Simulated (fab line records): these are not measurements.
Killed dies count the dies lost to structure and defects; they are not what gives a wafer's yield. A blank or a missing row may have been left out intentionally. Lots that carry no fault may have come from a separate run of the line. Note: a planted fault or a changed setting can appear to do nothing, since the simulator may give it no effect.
Which of the tools did it? :: flow gf180mcu :: Sampling: 12 lots, 36 wafers, 6 of 602 route steps

== WHAT THE GAUGES READ, wafer by wafer ==
GF_PSD_TW_MEAS_11.
lot: L275
measured: day 14 00:49
on: filmMetro-04
PSD_TW: 3177 3185 3187

lot: L278
measured: day 15 06:00
on: filmMetro-01
PSD_TW: 3169 3185 3193

lot: L280
measured: day 16 02:37
on: filmMetro-01
PSD_TW: 30 30 30 30 30 30

lot: L281
measured: day 16 09:40
on: filmMetro-01
PSD_TW: 30 30 30 30 30 30

lot: L282
measured: day 16 16:19
on: filmMetro-04
PSD_TW: 30 30 30 30 30 30

lot: L283
measured: day 17 01:56
on: filmMetro-01
PSD_TW: 3176 3178 3176

lot: L290
measured: day 19 16:06
on: filmMetro-03
PSD_TW: 3158 3168 3175

lot: L291
measured: day 19 22:33
on: filmMetro-03
PSD_TW: 3152 3151 3165

lot: L293
measured: day 20 15:41
on: filmMetro-04
PSD_TW: 3182 3165 3172

lot: L295
measured: day 21 09:19
on: filmMetro-01
PSD_TW: 3178 3184 3187

lot: L296
measured: day 21 15:25
on: filmMetro-01
PSD_TW: 3176 3191 3189

lot: L298
measured: day 22 08:57
on: filmMetro-01
PSD_TW: 3204 3175 3203

GF_V3_OVL_MEAS_15.
lot: L275
measured: day 22 03:26
on: overlay-01
V3_OVL (nm): -8 4 0

lot: L278
measured: day 23 11:43
on: overlay-01
V3_OVL (nm): 0 6 -1

lot: L283
measured: day 25 05:26
on: overlay-02
V3_OVL (nm): -1 4 2

lot: L290
measured: day 27 15:12
on: overlay-01
V3_OVL (nm): 0 -2 2

lot: L291
measured: day 27 20:10
on: overlay-02
V3_OVL (nm): -3 4 0

lot: L293
measured: day 28 10:41
on: overlay-01
V3_OVL (nm): -4 -6 -2

lot: L295
measured: day 29 00:02
on: overlay-02
V3_OVL (nm): -1 -4 2

lot: L296
measured: day 29 04:37
on: overlay-01
V3_OVL (nm): 5 7 5

lot: L298
measured: day 29 18:50
on: overlay-01
V3_OVL (nm): -4 -6 -1

== TOOL THAT RAN EACH LOT (tool first, then ch and the chambers of the sampled wafers, then the start) ==
lot: L275
GF_NSD_STRIP_11: plasmaAsher-03 ch 0,1, day 13 04:40
GF_PSD_STRIP_10: plasmaAsher-02 ch 0,1, day 14 00:42
GF_M1_SPUTTER_04: pvdSputter-03, day 15 22:52
GF_V2_CMP_26: cmp-02 ch 0,2,3, day 20 01:33

lot: L278
GF_NSD_STRIP_11: plasmaAsher-01 ch 0,1, day 14 07:52
GF_PSD_STRIP_10: plasmaAsher-01 ch 0,1, day 15 05:54
GF_M1_SPUTTER_04: pvdSputter-01, day 17 05:38
GF_V2_CMP_26: cmp-01 ch 0,2,3, day 21 11:58

lot: L280
GF_NSD_STRIP_11: plasmaAsher-03 ch 1, day 15 04:31
GF_PSD_STRIP_10: plasmaAsher-03 ch 0,1, day 16 02:30
GF_M1_SPUTTER_04: -
GF_V2_CMP_26: -

lot: L281
GF_NSD_STRIP_11: plasmaAsher-03 ch 0,1, day 15 11:10
GF_PSD_STRIP_10: plasmaAsher-03 ch 0,1, day 16 09:34
GF_M1_SPUTTER_04: -
GF_V2_CMP_26: -

lot: L282
GF_NSD_STRIP_11: plasmaAsher-03 ch 0,1, day 15 18:01
GF_PSD_STRIP_10: plasmaAsher-02 ch 0,1, day 16 16:13
GF_M1_SPUTTER_04: -
GF_V2_CMP_26: -

lot: L283
GF_NSD_STRIP_11: plasmaAsher-03 ch 0,1, day 16 03:06
GF_PSD_STRIP_10: plasmaAsher-02 ch 0,1, day 17 01:51
GF_M1_SPUTTER_04: pvdSputter-03, day 19 03:32
GF_V2_CMP_26: cmp-02 ch 1,3, day 23 07:15

lot: L290
GF_NSD_STRIP_11: plasmaAsher-03 ch 0,1, day 18 16:07
GF_PSD_STRIP_10: plasmaAsher-01 ch 0,1, day 19 16:00
GF_M1_SPUTTER_04: pvdSputter-03, day 21 19:29
GF_V2_CMP_26: cmp-02 ch 0,1,3, day 25 19:49

lot: L291
GF_NSD_STRIP_11: plasmaAsher-01 ch 0,1, day 18 22:34
GF_PSD_STRIP_10: plasmaAsher-01 ch 0,1, day 19 22:27
GF_M1_SPUTTER_04: pvdSputter-04, day 22 01:20
GF_V2_CMP_26: cmp-01 ch 0,1,3, day 26 01:12

lot: L293
GF_NSD_STRIP_11: plasmaAsher-03 ch 0,1, day 19 14:59
GF_PSD_STRIP_10: plasmaAsher-03 ch 0,1, day 20 15:36
GF_M1_SPUTTER_04: pvdSputter-01, day 22 18:46
GF_V2_CMP_26: cmp-01 ch 0,1,3, day 26 16:34

lot: L295
GF_NSD_STRIP_11: plasmaAsher-04 ch 0,1, day 20 08:52
GF_PSD_STRIP_10: plasmaAsher-03 ch 0,1, day 21 09:12
GF_M1_SPUTTER_04: pvdSputter-04, day 23 11:03
GF_V2_CMP_26: cmp-02 ch 0,2,3, day 27 07:04

lot: L296
GF_NSD_STRIP_11: plasmaAsher-03 ch 1, day 20 14:52
GF_PSD_STRIP_10: plasmaAsher-01 ch 0,1, day 21 15:18
GF_M1_SPUTTER_04: pvdSputter-04, day 23 17:05
GF_V2_CMP_26: cmp-01 ch 1,2, day 27 11:40

lot: L298
GF_NSD_STRIP_11: plasmaAsher-03 ch 0, day 21 08:37
GF_PSD_STRIP_10: plasmaAsher-02 ch 0,1, day 22 08:51
GF_M1_SPUTTER_04: pvdSputter-04, day 24 10:30
GF_V2_CMP_26: cmp-02 ch 1,2,3, day 28 02:58
- GF_NSD_STRIP_11: strips in O2/N2.
- GF_PSD_STRIP_10: strips in O2/N2.
- GF_M1_SPUTTER_04: material TiN, target thk 50 nm, time 41.7 s.
- GF_V2_CMP_26: polishes, stops on SiO2, t overpolish 15 s, target thk 0 nm.

== AS READ BY THE TOOLS THEMSELVES (means over the sampled wafers that have a number; for cases with no such wafer, the mark the record gives instead) ==
GF_NSD_STRIP_11.
lot: L275
tool: plasmaAsher-03
chamberPressureMTorr (mTorr): 1500.9
drypumpMotorCurrentA (A): 5.6
heaterPowerW (W): 364
oesProductAu (a.u.): 0.489
stripTimeToEndpointS (s): 22.94

lot: L278
tool: plasmaAsher-01
chamberPressureMTorr (mTorr): 1500.3
drypumpMotorCurrentA (A): 5.6
heaterPowerW (W): 348
oesProductAu (a.u.): 0.490
stripTimeToEndpointS (s): 22.93

lot: L280
tool: plasmaAsher-03
chamberPressureMTorr (mTorr): -
drypumpMotorCurrentA (A): -
heaterPowerW (W): -
oesProductAu (a.u.): -
stripTimeToEndpointS (s): -

lot: L281
tool: plasmaAsher-03
chamberPressureMTorr (mTorr): -
drypumpMotorCurrentA (A): -
heaterPowerW (W): -
oesProductAu (a.u.): -
stripTimeToEndpointS (s): -

lot: L282
tool: plasmaAsher-03
chamberPressureMTorr (mTorr): -
drypumpMotorCurrentA (A): -
heaterPowerW (W): -
oesProductAu (a.u.): -
stripTimeToEndpointS (s): -

lot: L283
tool: plasmaAsher-03
chamberPressureMTorr (mTorr): 1498.6
drypumpMotorCurrentA (A): 6.0
heaterPowerW (W): 385
oesProductAu (a.u.): 0.486
stripTimeToEndpointS (s): 22.99

lot: L290
tool: plasmaAsher-03
chamberPressureMTorr (mTorr): 1500.6
drypumpMotorCurrentA (A): 5.6
heaterPowerW (W): 359
oesProductAu (a.u.): 0.491
stripTimeToEndpointS (s): 22.93

lot: L291
tool: plasmaAsher-01
chamberPressureMTorr (mTorr): 1499.1
drypumpMotorCurrentA (A): 5.6
heaterPowerW (W): 330
oesProductAu (a.u.): 0.484
stripTimeToEndpointS (s): 22.94

lot: L293
tool: plasmaAsher-03
chamberPressureMTorr (mTorr): 1498.5
drypumpMotorCurrentA (A): 5.6
heaterPowerW (W): 361
oesProductAu (a.u.): 0.487
stripTimeToEndpointS (s): 22.97

lot: L295
tool: plasmaAsher-04
chamberPressureMTorr (mTorr): 1499.8
drypumpMotorCurrentA (A): 5.5
heaterPowerW (W): 332
oesProductAu (a.u.): 0.485
stripTimeToEndpointS (s): 22.96

lot: L296
tool: plasmaAsher-03
chamberPressureMTorr (mTorr): 1500.2
drypumpMotorCurrentA (A): 6.3
heaterPowerW (W): 407
oesProductAu (a.u.): 0.487
stripTimeToEndpointS (s): 22.93

lot: L298
tool: plasmaAsher-03
chamberPressureMTorr (mTorr): 1501.0
drypumpMotorCurrentA (A): 5.3
heaterPowerW (W): 338
oesProductAu (a.u.): 0.489
stripTimeToEndpointS (s): 22.95

GF_PSD_STRIP_10.
lot: L275
tool: plasmaAsher-02
chamberPressureMTorr (mTorr): 1499.9
drypumpMotorCurrentA (A): 6.0
heaterPowerW (W): 304
oesProductAu (a.u.): 0.591
stripTimeToEndpointS (s): 16.54

lot: L278
tool: plasmaAsher-01
chamberPressureMTorr (mTorr): 1500.1
drypumpMotorCurrentA (A): 5.6
heaterPowerW (W): 353
oesProductAu (a.u.): 0.597
stripTimeToEndpointS (s): 16.56

lot: L280
tool: plasmaAsher-03
chamberPressureMTorr (mTorr): 1499.1
drypumpMotorCurrentA (A): 5.6
heaterPowerW (W): 356
oesProductAu (a.u.): 0.657
stripTimeToEndpointS (s): 31.52

lot: L281
tool: plasmaAsher-03
chamberPressureMTorr (mTorr): 1499.4
drypumpMotorCurrentA (A): 5.6
heaterPowerW (W): 365
oesProductAu (a.u.): 0.654
stripTimeToEndpointS (s): 31.43

lot: L282
tool: plasmaAsher-02
chamberPressureMTorr (mTorr): 1500.2
drypumpMotorCurrentA (A): 5.9
heaterPowerW (W): 325
oesProductAu (a.u.): 0.654
stripTimeToEndpointS (s): 31.39

lot: L283
tool: plasmaAsher-02
chamberPressureMTorr (mTorr): 1499.8
drypumpMotorCurrentA (A): 6.0
heaterPowerW (W): 323
oesProductAu (a.u.): 0.593
stripTimeToEndpointS (s): 16.59

lot: L290
tool: plasmaAsher-01
chamberPressureMTorr (mTorr): 1499.2
drypumpMotorCurrentA (A): 5.6
heaterPowerW (W): 332
oesProductAu (a.u.): 0.594
stripTimeToEndpointS (s): 16.48

lot: L291
tool: plasmaAsher-01
chamberPressureMTorr (mTorr): 1499.8
drypumpMotorCurrentA (A): 5.6
heaterPowerW (W): 353
oesProductAu (a.u.): 0.594
stripTimeToEndpointS (s): 16.56

lot: L293
tool: plasmaAsher-03
chamberPressureMTorr (mTorr): 1499.4
drypumpMotorCurrentA (A): 5.6
heaterPowerW (W): 358
oesProductAu (a.u.): 0.593
stripTimeToEndpointS (s): 16.49

lot: L295
tool: plasmaAsher-03
chamberPressureMTorr (mTorr): 1498.9
drypumpMotorCurrentA (A): 5.6
heaterPowerW (W): 359
oesProductAu (a.u.): 0.594
stripTimeToEndpointS (s): 16.53

lot: L296
tool: plasmaAsher-01
chamberPressureMTorr (mTorr): 1500.1
drypumpMotorCurrentA (A): 5.6
heaterPowerW (W): 353
oesProductAu (a.u.): 0.592
stripTimeToEndpointS (s): 16.52

lot: L298
tool: plasmaAsher-02
chamberPressureMTorr (mTorr): 1500.1
drypumpMotorCurrentA (A): 6.0
heaterPowerW (W): 299
oesProductAu (a.u.): 0.598
stripTimeToEndpointS (s): 16.51

GF_M1_SPUTTER_04.
lot: L275
tool: pvdSputter-03
throttleValvePct (%): 29.7

lot: L278
tool: pvdSputter-01
throttleValvePct (%): 29.5

lot: L283
tool: pvdSputter-03
throttleValvePct (%): 28.9

lot: L290
tool: pvdSputter-03
throttleValvePct (%): 29.1

lot: L291
tool: pvdSputter-04
throttleValvePct (%): 30.6

lot: L293
tool: pvdSputter-01
throttleValvePct (%): 29.1

lot: L295
tool: pvdSputter-04
throttleValvePct (%): 30.5

lot: L296
tool: pvdSputter-04
throttleValvePct (%): 30.4

lot: L298
tool: pvdSputter-04
throttleValvePct (%): 30.7

GF_V2_CMP_26.
lot: L275
tool: cmp-02
headPressurePsi (psi): 3.505
motorCurrentA (A): 10.7
overpolishRunS (s): 14.998
timeToEndpointS (s): 85.9

lot: L278
tool: cmp-01
headPressurePsi (psi): 3.504
motorCurrentA (A): 10.7
overpolishRunS (s): 14.998
timeToEndpointS (s): 85.5

lot: L283
tool: cmp-02
headPressurePsi (psi): 3.503
motorCurrentA (A): 13.0
overpolishRunS (s): 14.998
timeToEndpointS (s): 86.5

lot: L290
tool: cmp-02
headPressurePsi (psi): 3.498
motorCurrentA (A): 11.5
overpolishRunS (s): 15.002
timeToEndpointS (s): 84.4

lot: L291
tool: cmp-01
headPressurePsi (psi): 3.507
motorCurrentA (A): 11.0
overpolishRunS (s): 14.999
timeToEndpointS (s): 87.8

lot: L293
tool: cmp-01
headPressurePsi (psi): 3.503
motorCurrentA (A): 10.9
overpolishRunS (s): 15.003
timeToEndpointS (s): 88.2

lot: L295
tool: cmp-02
headPressurePsi (psi): 3.495
motorCurrentA (A): 10.5
overpolishRunS (s): 14.998
timeToEndpointS (s): 83.4

lot: L296
tool: cmp-01
headPressurePsi (psi): 3.499
motorCurrentA (A): 11.5
overpolishRunS (s): 15.007
timeToEndpointS (s): 88.2

lot: L298
tool: cmp-02
headPressurePsi (psi): 3.504
motorCurrentA (A): 12.0
overpolishRunS (s): 14.987
timeToEndpointS (s): 83.1

== THE ANSWER, worked out from the rows above alone ==
Rule: the lots themselves supply what counts as usual. The widest of any qualifying gaps counts: lots, ordered by their means at a reading, are off when they make up no more than a third of the lots, leave a main group of 4 or more, and stand apart from it by 3 or more times the standard deviation of that group's means. A main group is skipped when, at the precision printed for the reading in the tables above, its means are all equal. Also off: a lot with no number at a reading for which 4 or more lots have one. Any other lot the step has rows for is counted as sound. Order of review: gauges by route order, followed by the tools' own readings, for which a lot's mean as printed above is used. At the first step where some lot is off, the reading lying furthest off is the one used; lots without a number count as furthest.
Off: L280, L281, L282, at GF_PSD_TW_MEAS_11 (PSD_TW). Mean 3178 and standard deviation 11 in the main group.
A tool fits if, at a process step before that reading, it ran every lot that is off, and no sound lot after the first of them. Not tried: the gauges at GF_PSD_TW_MEAS_11; whatever is off there is also off at GF_NSD_STRIP_11, on other tools, and gauge error can't account for it. None of those tried fits.

== WHAT THE SIMULATOR HAD PUT IN ==
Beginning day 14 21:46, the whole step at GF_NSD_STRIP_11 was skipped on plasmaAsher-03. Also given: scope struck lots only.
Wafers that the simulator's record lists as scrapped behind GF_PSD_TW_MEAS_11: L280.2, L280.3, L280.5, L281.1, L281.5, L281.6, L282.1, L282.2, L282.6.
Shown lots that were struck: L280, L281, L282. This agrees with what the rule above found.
